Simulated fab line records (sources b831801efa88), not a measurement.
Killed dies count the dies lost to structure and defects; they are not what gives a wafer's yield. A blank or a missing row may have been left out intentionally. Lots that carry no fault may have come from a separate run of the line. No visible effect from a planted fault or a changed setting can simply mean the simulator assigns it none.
fab line records	flow sky130	part 1 of 2: steps 1 to 30 of 39
[record] lots = 5	wafers = 15	last-day = 50
route steps=708 shown POLY_GATE@217 LDD_N@237 LDD_P@255
lots untouched by any fault: they come from a run of this same line in which no faults occurred
start-h: the number of hours between the record's first day and the start of the first shown wafer of the lot	wait-h: how many hours have passed since the lot's step before this one	" repeats the value in the row above	L1.1+2: several wafers, shown together as one row	- no value, or no start given	* or withheld: withheld	< > ~ a bound
route shown NAME@n: a module of which the file shows steps, and the number in the route of the first	usual: mean and standard deviation over wafers with no fault	same: alike in all rows	chamber/n: place in a boat	sites: the reading at each site	_std_site: standard deviation across them	_edge_site: the outer-site mean with the inner-site mean subtracted	radius-mm: how far each site lies from the wafer's centre	mask NAME#n: copy n	behind: the most recent tool/chamber to have shaped the wafer	hold: why the lot was held/for how many hours/how that ended	device: transistor that didn't switch, given as n, p or np	end of line: the same wafers' tests at the end of the route	where a step has no rows: the recipe by itself	killed: not the wafer's yield, but the dies lost to structure and defects at the first sort	map: dies across one wafer; x = killed, . = not, _ = none there
set.NAME: the run value of the setting; set.NAME@STEP: its run value at that earlier step	model.NAME: the simulator's own value behind a step, which no gauge read
lots at some steps of the route; a table a step, a row a wafer
services: when a tool's chamber went out of use (start-h, in hours from the record's first day, below 0 if earlier), for how many hours, and the reason
[[steps]]
[step SKY_POLY_GATE_CVD_03]
[recipe] material = Si3N4	precursor = DCS/NH3	target-thk-nm = 75	temp-c = 770	time-s = 1290	pressure-mtorr = 250
[usual] pressure-mtorr = 250.0/0.45	susceptor-temp-C = 770.0/0.34
lot.wafer	tool	chamber	start-h	wait-h	pressure-mtorr	susceptor-temp-C
L081.3	lpcvd-02	1	415.13	0.0	249.5	769.6
L081.4	"	1	"	"	249.6	770.7
L081.5	"	1	"	"	251.0	770.1
L082.4	lpcvd-02	0	416.49	1.1	249.8	770.2
L082.5	"	0	"	"	250.5	770.2
L082.6	"	0	"	"	250.4	769.9
L083.1	lpcvd-02	1	425.95	1.1	249.9	769.8
L083.2	"	1	"	"	250.3	769.9
L083.6	"	1	"	"	250.5	769.7
L090.4	lpcvd-02	1	488.34	1.3	249.9	770.3
L090.5	"	1	"	"	250.6	769.7
L090.6	"	1	"	"	250.5	770.4
L094.2	lpcvd-02	0	529.67	0.4	251.2	769.6
L094.3	"	0	"	"	250.1	769.8
L094.6	"	0	"	"	250.3	769.3
[step SKY_POLY_GATE_THK_MEAS_04]
[recipe] reads = Si3N4_of_POLY_GATE_CVD_03
[usual] POLY_GATE_CVD_03_THK = 74.8/0.85
lot.wafer	tool	chamber	start-h	wait-h	POLY_GATE_CVD_03_THK[nm]
L081.3	film-metro-01	-	416.51	0.0	74.3
L081.4	"	-	"	"	73.5
L081.5	"	-	"	"	73.9
L082.4	film-metro-02	-	417.88	0.0	75.1
L082.5	"	-	"	"	74.9
L082.6	"	-	"	"	74.9
L083.1	film-metro-02	-	427.31	0.0	75.5
L083.2	"	-	"	"	75.2
L083.6	"	-	"	"	75.7
L090.4	film-metro-01	-	490.41	0.0	75.4
L090.5	"	-	"	"	75.0
L090.6	"	-	"	"	74.8
L094.2	film-metro-02	-	531.72	0.0	74.4
L094.3	"	-	"	"	74.7
L094.6	"	-	"	"	74.1
[step SKY_POLY_GATE_DEHYDRATE_05]
[recipe] temp-c = 200	time-s = 60
lot.wafer	tool	chamber	start-h	wait-h
L081.3+4+5	litho-track-02	0	431.18	14.7
L082.4+5+6	litho-track-03	0	432.89	15.0
L083.1+2+6	litho-track-01	0	442.25	14.9
L090.4+5+6	litho-track-02	0	504.80	14.4
L094.2+3+6	litho-track-03	0	546.39	14.7
[step SKY_POLY_GATE_HMDS_06]
[recipe] prime-time-s = 60	prime-temp-c = 120
lot.wafer	tool	chamber	start-h	wait-h
L081.3+4+5	litho-track-02	0	431.33	0.1
L082.4+5+6	litho-track-03	0	433.04	0.1
L083.1+2+6	litho-track-01	0	442.40	0.1
L090.4+5+6	litho-track-02	0	504.95	0.1
L094.2+3+6	litho-track-03	0	546.54	0.1
[step SKY_POLY_GATE_COAT_07]
[recipe] resist = BARC	temp-c = withheld	time-s = withheld	spin-rpm = 3000	resist-thk-nm = 110
[usual] dispense-pressure-kPa = 45/3.3
lot.wafer	tool	chamber	start-h	wait-h	dispense-pressure-kPa
L081.3	litho-track-02	0	431.48	0.1	50
L081.4	"	0	"	"	50
L081.5	"	0	"	"	50
L082.4	litho-track-03	0	433.19	0.1	41
L082.5	"	0	"	"	41
L082.6	"	0	"	"	41
L083.1	litho-track-01	0	442.55	0.1	44
L083.2	"	0	"	"	44
L083.6	"	0	"	"	44
L090.4	litho-track-02	0	505.10	0.1	50
L090.5	"	0	"	"	50
L090.6	"	0	"	"	50
L094.2	litho-track-03	0	546.69	0.1	41
L094.3	"	0	"	"	41
L094.6	"	0	"	"	41
[step SKY_POLY_GATE_COAT_08]
[recipe] resist = KrF-thick	spin-rpm = 3000	resist-thk-nm = 450
[usual] dispense-pressure-kPa = 45/3.3
lot.wafer	tool	chamber	start-h	wait-h	dispense-pressure-kPa
L081.3	litho-track-02	0	-	-	50
L081.4	"	0	"	"	50
L081.5	"	0	"	"	50
L082.4	litho-track-03	0	-	-	41
L082.5	"	0	"	"	41
L082.6	"	0	"	"	41
L083.1	litho-track-01	0	-	-	44
L083.2	"	0	"	"	44
L083.6	"	0	"	"	44
L090.4	litho-track-02	0	-	-	50
L090.5	"	0	"	"	50
L090.6	"	0	"	"	50
L094.2	litho-track-03	0	-	-	41
L094.3	"	0	"	"	41
L094.6	"	0	"	"	41
[step SKY_POLY_GATE_SOFTBAKE_09]
[recipe] temp-c = 100	time-s = 90	resist = KrF-thick
lot.wafer	tool	chamber	start-h	wait-h
L081.3+4+5	litho-track-02	0	-	-
L082.4+5+6	litho-track-03	0	-	-
L083.1+2+6	litho-track-01	0	-	-
L090.4+5+6	litho-track-02	0	-	-
L094.2+3+6	litho-track-03	0	-	-
[step SKY_POLY_GATE_EXPOSE_10]
[recipe] mask-id = P1M	na = 0.68	source-shape = conventional	sigma-outer = 0.6	target-cd-nm = 150	dose-mj = 28
lot.wafer	tool	chamber	start-h	wait-h	mask
L081.3+4+5	krf-scanner-01	0	-	-	P1M#0
L082.4+5+6	krf-scanner-01	0	-	-	P1M#0
L083.1+2+6	krf-scanner-01	0	-	-	P1M#0
L090.4+5+6	krf-scanner-02	0	-	-	P1M#0
L094.2+3+6	krf-scanner-02	0	-	-	P1M#0
[step SKY_POLY_GATE_PEB_11]
[recipe] peb-temp-c = withheld	peb-time-s = withheld	resist = KrF-thick
lot.wafer	tool	chamber	start-h	wait-h
L081.3+4+5	litho-track-02	0	-	-
L082.4+5+6	litho-track-03	0	-	-
L083.1+2+6	litho-track-03	0	-	-
L090.4+5+6	litho-track-01	0	-	-
L094.2+3+6	litho-track-01	0	-	-
[step SKY_POLY_GATE_DEVELOP_12]
[recipe] develop-time-s = 60	resist = KrF-thick	dev-temp-c = 21
lot.wafer	tool	chamber	start-h	wait-h
L081.3+4+5	litho-track-02	0	-	-
L082.4+5+6	litho-track-03	0	-	-
L083.1+2+6	litho-track-03	0	-	-
L090.4+5+6	litho-track-01	0	-	-
L094.2+3+6	litho-track-01	0	-	-
[step SKY_POLY_GATE_CD_MEAS_13]
[recipe] target-cd-nm = 150
[usual] cd-nm = 149.8/1.2
lot.wafer	tool	chamber	start-h	wait-h	cd-nm
L081.3	cd-sem-01	-	446.92	-	149.9
L081.4	"	-	"	"	149.6
L081.5	"	-	"	"	149.8
L082.4	cd-sem-01	-	448.78	-	151.2
L082.5	"	-	"	"	150.0
L082.6	"	-	"	"	150.4
L083.1	cd-sem-01	-	458.57	-	151.9
L083.2	"	-	"	"	150.4
L083.6	"	-	"	"	151.4
L090.4	cd-sem-01	-	520.61	-	150.3
L090.5	"	-	"	"	149.7
L090.6	"	-	"	"	150.7
L094.2	cd-sem-01	-	561.32	-	149.4
L094.3	"	-	"	"	147.2
L094.6	"	-	"	"	148.9
[step SKY_POLY_GATE_OVL_MEAS_14]
[usual] POLY_GATE_OVL = -3/6.3
lot.wafer	tool	chamber	start-h	wait-h	POLY_GATE_OVL[nm]
L081.3	overlay-01	-	447.01	0.1	-5
L081.4	"	-	"	"	-8
L081.5	"	-	"	"	-6
L082.4	overlay-01	-	448.86	0.1	-3
L082.5	"	-	"	"	5
L082.6	"	-	"	"	-12
L083.1	overlay-01	-	458.69	0.1	2
L083.2	"	-	"	"	-10
L083.6	"	-	"	"	-9
L090.4	overlay-02	-	520.69	0.1	-7
L090.5	"	-	"	"	-13
L090.6	"	-	"	"	-12
L094.2	overlay-01	-	561.42	0.1	-3
L094.3	"	-	"	"	1
L094.6	"	-	"	"	-3
[step SKY_POLY_GATE_ETCH_15]
[recipe] chemistry = N2/H2	target = BARC	ion-energy-ev = 200	source-w = 500	bias-w = 100	pressure-mtorr = 30	n2-flow-sccm = 100	h2-flow-sccm = 200	stop-on = SiO2	time-s = 118.5	target-depth-a = 1100
[usual] drypump-motor-current-A = 5.7/0.55	oes-product-au = 0.716/0.0051	throttle-valve-pct = 13.213/0.0096
lot.wafer	tool	chamber	start-h	wait-h	drypump-motor-current-A	oes-product-au	rf-hours-counter-h	throttle-valve-pct
L081.3	rie-diel-03	1	447.03	0.0	4.9	0.715	10	13.218
L081.4	"	3	"	"	6.1	0.713	10	13.207
L081.5	"	2	"	"	5.1	0.717	-	13.210
L082.4	rie-diel-02	0	448.87	0.0	5.0	0.730	47	13.214
L082.5	"	3	"	"	5.2	0.714	-	13.215
L082.6	"	0	"	"	5.0	0.721	-	13.212
L083.1	rie-diel-01	0	458.72	0.0	6.0	0.714	3	13.206
L083.2	"	2	"	"	6.3	0.719	2	13.218
L083.6	"	2	"	"	6.3	0.713	-	13.203
L090.4	rie-diel-03	1	520.70	0.0	4.9	0.717	11	13.232
L090.5	"	1	"	"	4.9	0.719	-	13.200
L090.6	"	2	"	"	5.1	0.711	-	13.212
L094.2	rie-diel-02	3	561.45	0.0	5.2	0.714	8	13.211
L094.3	"	0	"	"	5.0	0.713	49	13.201
L094.6	"	0	"	"	5.0	0.722	-	13.212
[step SKY_POLY_GATE_ETCH_16]
[recipe] stop-on = poly-Si	chemistry = CH3F/O2	target = Si3N4	source-w = 400	bias-w = 80	pressure-mtorr = 25	ch3f-flow-sccm = 40	O2_flow_sccm = 30	time-s = 147.5	target-depth-a = 750
[usual] drypump-motor-current-A = 5.7/0.55	oes-product-au = 0.639/0.0052	throttle-valve-pct = 10.535/0.008
lot.wafer	tool	chamber	start-h	wait-h	drypump-motor-current-A	oes-product-au	rf-hours-counter-h	throttle-valve-pct
L081.3	rie-diel-03	1	447.11	0.0	4.9	0.633	10	10.533
L081.4	"	3	"	"	6.1	0.636	11	10.543
L081.5	"	2	"	"	5.1	0.639	-	10.527
L082.4	rie-diel-02	0	448.96	0.0	5.0	0.640	47	10.539
L082.5	"	3	"	"	5.2	0.643	-	10.526
L082.6	"	0	"	"	5.0	0.640	-	10.535
L083.1	rie-diel-01	0	458.81	0.0	6.0	0.644	3	10.530
L083.2	"	2	"	"	6.3	0.643	2	10.540
L083.6	"	2	"	"	6.3	0.644	-	10.541
L090.4	rie-diel-03	1	520.79	0.0	4.9	0.642	11	10.556
L090.5	"	1	"	"	4.9	0.642	-	10.527
L090.6	"	2	"	"	5.1	0.634	-	10.538
L094.2	rie-diel-02	3	561.54	0.0	5.2	0.642	8	10.533
L094.3	"	0	"	"	5.0	0.639	49	10.523
L094.6	"	0	"	"	5.0	0.642	-	10.544
[step SKY_POLY_GATE_ETCH_17]
[recipe] target-depth-nm = 180	stop-on = SiO2	over-etch-frac = 0.56667	chemistry = HBr/Cl2	target = poly-Si	icp-w = 400	bias-w = 100	pressure-mtorr = 10	HBr_flow_sccm = 150	Cl2_flow_sccm = 50	time-s = 70.5
[usual] drypump-motor-current-A = 5.6/0.41	oes-product-au = 0.986/0.0066	throttle-valve-pct = 33.684/0.0095
lot.wafer	tool	chamber	start-h	wait-h	drypump-motor-current-A	oes-product-au	rf-hours-counter-h	throttle-valve-pct
L081.3	rie-si-02	2	447.21	0.0	5.5	0.989	5	33.684
L081.4	"	1	"	"	5.2	0.998	2	33.671
L081.5	"	2	"	"	5.5	0.985	-	33.678
L082.4	rie-si-01	3	449.06	0.0	5.8	0.983	3	33.680
L082.5	"	3	"	"	5.8	0.974	-	33.682
L082.6	"	0	"	"	5.8	0.991	-	33.685
L083.1	rie-si-02	2	458.91	0.0	5.5	0.988	5	33.697
L083.2	"	3	"	"	5.6	0.994	2	33.683
L083.6	"	1	"	"	5.2	0.986	-	33.693
L090.4	rie-si-02	3	520.89	0.0	5.7	0.985	3	33.690
L090.5	"	1	"	"	5.2	0.995	-	33.680
L090.6	"	0	"	"	6.4	0.981	-	33.691
L094.2	rie-si-02	1	561.64	0.0	5.2	0.988	2	33.671
L094.3	"	3	"	"	5.6	0.997	3	33.679
L094.6	"	1	"	"	5.2	0.980	-	33.679
[step SKY_POLY_GATE_STRIP_18]
[recipe] chemistry = O2/N2	power-w = 1400	pressure-mtorr = 1500	platen-temp-c = withheld	o2-flow-sccm = 3000	n2-flow-sccm = 300	overash-fraction = 0.5
[usual] drypump-motor-current-A = 5.8/0.51	oes-product-au = 0.362/0.0047	strip-time-to-endpoint-s = 3.20/0.04
lot.wafer	tool	chamber	start-h	wait-h	drypump-motor-current-A	oes-product-au	rf-hours-counter-h	strip-time-to-endpoint-s
L081.3	plasma-asher-01	0	447.30	0.1	5.4	0.367	-	3.21
L081.4	"	1	"	"	6.1	0.363	-	3.25
L081.5	"	0	"	"	5.3	0.361	-	3.23
L082.4	plasma-asher-04	0	449.14	0.1	5.3	0.348	-	3.13
L082.5	"	1	"	"	6.4	0.361	-	3.17
L082.6	"	0	"	"	5.3	0.356	-	3.11
L083.1	plasma-asher-01	1	458.96	0.0	6.1	0.359	3	3.25
L083.2	"	0	"	"	5.3	0.363	3	3.20
L083.6	"	1	"	"	6.1	0.359	-	3.22
L090.4	plasma-asher-04	0	520.97	0.1	5.3	0.359	-	3.19
L090.5	"	1	"	"	6.4	0.366	-	3.20
L090.6	"	0	"	"	5.3	0.363	-	3.27
L094.2	plasma-asher-01	0	561.69	0.0	5.3	0.350	13	3.14
L094.3	"	1	"	"	6.1	0.360	-	3.11
L094.6	"	0	"	"	5.3	0.355	-	3.09
[step SKY_POLY_GATE_CLEAN_19]
[recipe] chemistry = SC1/SC2	mix = 1:4:20	temp-c = 70	time-s = 150	dry = n2-spin
[usual] temp-c = 70.01/0.13
lot.wafer	tool	chamber	start-h	wait-h	temp-c
L081.3	wet-bench-01	1	447.37	0.0	70.21
L081.4	"	1	"	"	70.12
L081.5	"	1	"	"	70.20
L082.4	wet-bench-01	3	449.21	0.0	69.98
L082.5	"	3	"	"	69.80
L082.6	"	3	"	"	70.10
L083.1	wet-bench-03	0	459.06	0.1	70.09
L083.2	"	0	"	"	69.95
L083.6	"	0	"	"	69.93
L090.4	wet-bench-03	1	521.04	0.0	70.03
L090.5	"	1	"	"	69.99
L090.6	"	1	"	"	69.92
L094.2	wet-bench-03	1	561.79	0.1	69.93
L094.3	"	1	"	"	69.82
L094.6	"	1	"	"	69.99
[step SKY_POLY_GATE_OXIDATION_20]
[recipe] temp-c = 850	ambient = O2	stabilise-s = 600	purge-s = 300	target-thk-a = 40	ox-time-s = 899
lot.wafer	tool	chamber	start-h	wait-h
L081.3+4+5	furnace-02	0	448.82	1.4
L082.4+5+6	furnace-02	0	450.07	0.8
L083.1+2+6	furnace-02	0	460.20	1.1
L090.4+5+6	furnace-01	0	521.09	0.0
L094.2+3+6	furnace-02	0	562.99	1.1
[step SKY_POLY_GATE_THK_MEAS_21]
[recipe] reads = SiO2_of_POLY_GATE_OXIDATION_20
[usual] POLY_GATE_OXIDATION_THK = 3.96/0.072
lot.wafer	tool	chamber	start-h	wait-h	POLY_GATE_OXIDATION_THK[nm]
L081.3	film-metro-04	-	450.09	0.0	3.92
L081.4	"	-	"	"	3.88
L081.5	"	-	"	"	3.87
L082.4	film-metro-01	-	451.35	0.0	4.02
L082.5	"	-	"	"	4.07
L082.6	"	-	"	"	4.04
L083.1	film-metro-01	-	461.45	0.0	4.03
L083.2	"	-	"	"	3.98
L083.6	"	-	"	"	4.00
L090.4	film-metro-02	-	522.37	0.0	3.86
L090.5	"	-	"	"	3.86
L090.6	"	-	"	"	3.86
L094.2	film-metro-02	-	564.25	0.0	3.91
L094.3	"	-	"	"	3.91
L094.6	"	-	"	"	3.98
[step SKY_POLY_GATE_CD_MEAS_22]
[usual] cd-nm = 149.5/2.4
lot.wafer	tool	chamber	start-h	wait-h	cd-nm
L081.3	cd-sem-01	-	450.19	0.1	148.9
L081.4	"	-	"	"	149.3
L081.5	"	-	"	"	149.0
L082.4	cd-sem-01	-	451.47	0.1	150.2
L082.5	"	-	"	"	147.1
L082.6	"	-	"	"	151.2
L083.1	cd-sem-02	-	461.51	0.1	150.7
L083.2	"	-	"	"	152.0
L083.6	"	-	"	"	152.9
L090.4	cd-sem-02	-	522.49	0.1	151.0
L090.5	"	-	"	"	148.1
L090.6	"	-	"	"	147.6
L094.2	cd-sem-01	-	564.33	0.1	151.3
L094.3	"	-	"	"	150.9
L094.6	"	-	"	"	151.4
[step SKY_LDD_N_DEHYDRATE_00]
[recipe] temp-c = 200	time-s = 60
lot.wafer	tool	chamber	start-h	wait-h
L081.3+4+5	litho-track-04	0	465.03	14.8
L082.4+5+6	litho-track-01	0	466.52	15.0
L083.1+2+6	litho-track-01	0	475.80	14.3
L090.4+5+6	litho-track-03	0	536.54	14.0
L094.2+3+6	litho-track-03	0	578.59	14.2
[step SKY_LDD_N_HMDS_01]
[recipe] prime-time-s = 60	prime-temp-c = 120
lot.wafer	tool	chamber	start-h	wait-h
L081.3+4+5	litho-track-04	0	465.18	0.1
L082.4+5+6	litho-track-01	0	466.67	0.1
L083.1+2+6	litho-track-01	0	475.95	0.1
L090.4+5+6	litho-track-03	0	536.69	0.1
L094.2+3+6	litho-track-03	0	578.74	0.1
[step SKY_LDD_N_COAT_02]
[recipe] resist = NOVOLAK	spin-rpm = 3000	resist-thk-nm = 300
[usual] dispense-pressure-kPa = 43.4/2.5
lot.wafer	tool	chamber	start-h	wait-h	dispense-pressure-kPa
L081.3	litho-track-04	0	465.33	0.1	46.6
L081.4	"	0	"	"	46.6
L081.5	"	0	"	"	46.6
L082.4	litho-track-01	0	466.82	0.1	44.2
L082.5	"	0	"	"	44.2
L082.6	"	0	"	"	44.2
L083.1	litho-track-01	0	476.10	0.1	44.2
L083.2	"	0	"	"	44.2
L083.6	"	0	"	"	44.2
L090.4	litho-track-03	0	536.84	0.1	41.2
L090.5	"	0	"	"	41.1
L090.6	"	0	"	"	41.2
L094.2	litho-track-03	0	578.89	0.1	41.2
L094.3	"	0	"	"	41.2
L094.6	"	0	"	"	41.2
[step SKY_LDD_N_SOFTBAKE_03]
[recipe] temp-c = 90	time-s = 60	resist = NOVOLAK
lot.wafer	tool	chamber	start-h	wait-h
L081.3+4+5	litho-track-04	0	465.48	0.1
L082.4+5+6	litho-track-01	0	466.97	0.1
L083.1+2+6	litho-track-01	0	476.25	0.1
L090.4+5+6	litho-track-03	0	536.99	0.1
L094.2+3+6	litho-track-03	0	579.04	0.1
[step SKY_LDD_N_EXPOSE_04]
[recipe] mask-id = NTM	target-cd-nm = 840	na = 0.6	source-shape = conventional	sigma-outer = 0.6	dose-mj = 110
lot.wafer	tool	chamber	start-h	wait-h	mask
L081.3+4+5	iline-stepper-02	0	-	-	NTM#0
L082.4+5+6	iline-stepper-02	0	-	-	NTM#0
L083.1+2+6	iline-stepper-02	0	-	-	NTM#0
L090.4+5+6	iline-stepper-02	0	-	-	NTM#0
L094.2+3+6	iline-stepper-01	0	-	-	NTM#0
[step SKY_LDD_N_PEB_05]
[recipe] temp-c = withheld	time-s = *	resist = NOVOLAK
lot.wafer	tool	chamber	start-h	wait-h
L081.3+4+5	litho-track-04	0	-	-
L082.4+5+6	litho-track-01	0	-	-
L083.1+2+6	litho-track-01	0	-	-
L090.4+5+6	litho-track-01	0	-	-
L094.2+3+6	litho-track-01	0	-	-
[step SKY_LDD_N_DEVELOP_06]
[recipe] develop-time-s = 60	dev-temp-c = 23
lot.wafer	tool	chamber	start-h	wait-h
L081.3+4+5	litho-track-04	0	480.33	0.1
L082.4+5+6	litho-track-01	0	481.97	0.1
L083.1+2+6	litho-track-01	0	491.45	0.1
L090.4+5+6	litho-track-01	0	552.02	0.1
L094.2+3+6	litho-track-01	0	592.92	0.1
[step SKY_LDD_N_OVL_MEAS_07]
[usual] LDD_N_OVL = -0.1/1.3
lot.wafer	tool	chamber	start-h	wait-h	LDD_N_OVL[nm]
L081.3	overlay-02	-	480.45	0.1	0.1
L081.4	"	-	"	"	0.7
L081.5	"	-	"	"	1.7
L082.4	overlay-02	-	482.07	0.1	-0.6
L082.5	"	-	"	"	0.6
L082.6	"	-	"	"	0.8
L083.1	overlay-01	-	491.61	0.1	-0.2
L083.2	"	-	"	"	-0.2
L083.6	"	-	"	"	-0.4
L090.4	overlay-01	-	552.12	0.1	-1.4
L090.5	"	-	"	"	-2.9
L090.6	"	-	"	"	-2.3
L094.2	overlay-01	-	593.05	0.1	-1.7
L094.3	"	-	"	"	0.2
L094.6	"	-	"	"	0.2
[step SKY_LDD_N_IMPLANT_08]
[recipe] species = As	energy-kev = 20	dose-cm2 = 7.5e+13	tilt-deg = withheld	rotation-deg = 23
[usual] end-station-pressure-torr = 5.33e-06/2.7e-07
lot.wafer	tool	chamber	start-h	wait-h	end-station-pressure-torr
L081.3	implanter-01	0	480.52	0.1	5.42e-06
L081.4	"	0	"	"	5.3e-06
L081.5	"	0	"	"	5.12e-06
L082.4	implanter-01	0	482.16	0.1	5.34e-06
L082.5	"	0	"	"	5.41e-06
L082.6	"	0	"	"	5.32e-06
L083.1	implanter-02	0	491.65	0.0	4.89e-06
L083.2	"	0	"	"	5.49e-06
L083.6	"	0	"	"	5.17e-06
L090.4	implanter-02	0	552.21	0.1	5.26e-06
L090.5	"	0	"	"	5.1e-06
L090.6	"	0	"	"	5.41e-06
L094.2	implanter-04	0	593.11	0.0	5.61e-06
L094.3	"	0	"	"	5.54e-06
L094.6	"	0	"	"	5.46e-06
[step SKY_LDD_N_IMPLANT_09]
[recipe] species = As	energy-kev = 20	dose-cm2 = 7.5e+13	tilt-deg = withheld	rotation-deg = 113
[usual] end-station-pressure-torr = 5.3e-06/3e-07
lot.wafer	tool	chamber	start-h	wait-h	end-station-pressure-torr
L081.3	implanter-01	0	480.67	0.1	5e-06
L081.4	"	0	"	"	5.3e-06
L081.5	"	0	"	"	5.6e-06
L082.4	implanter-01	0	482.31	0.1	4.7e-06
L082.5	"	0	"	"	4.9e-06
L082.6	"	0	"	"	5.4e-06
L083.1	implanter-02	0	491.80	0.1	5.7e-06
L083.2	"	0	"	"	5e-06
L083.6	"	0	"	"	5.3e-06
L090.4	implanter-02	0	552.36	0.1	5.7e-06
L090.5	"	0	"	"	5.1e-06
L090.6	"	0	"	"	5.8e-06
L094.2	implanter-04	0	593.26	0.1	6e-06
L094.3	"	0	"	"	5.7e-06
L094.6	"	0	"	"	5.4e-06
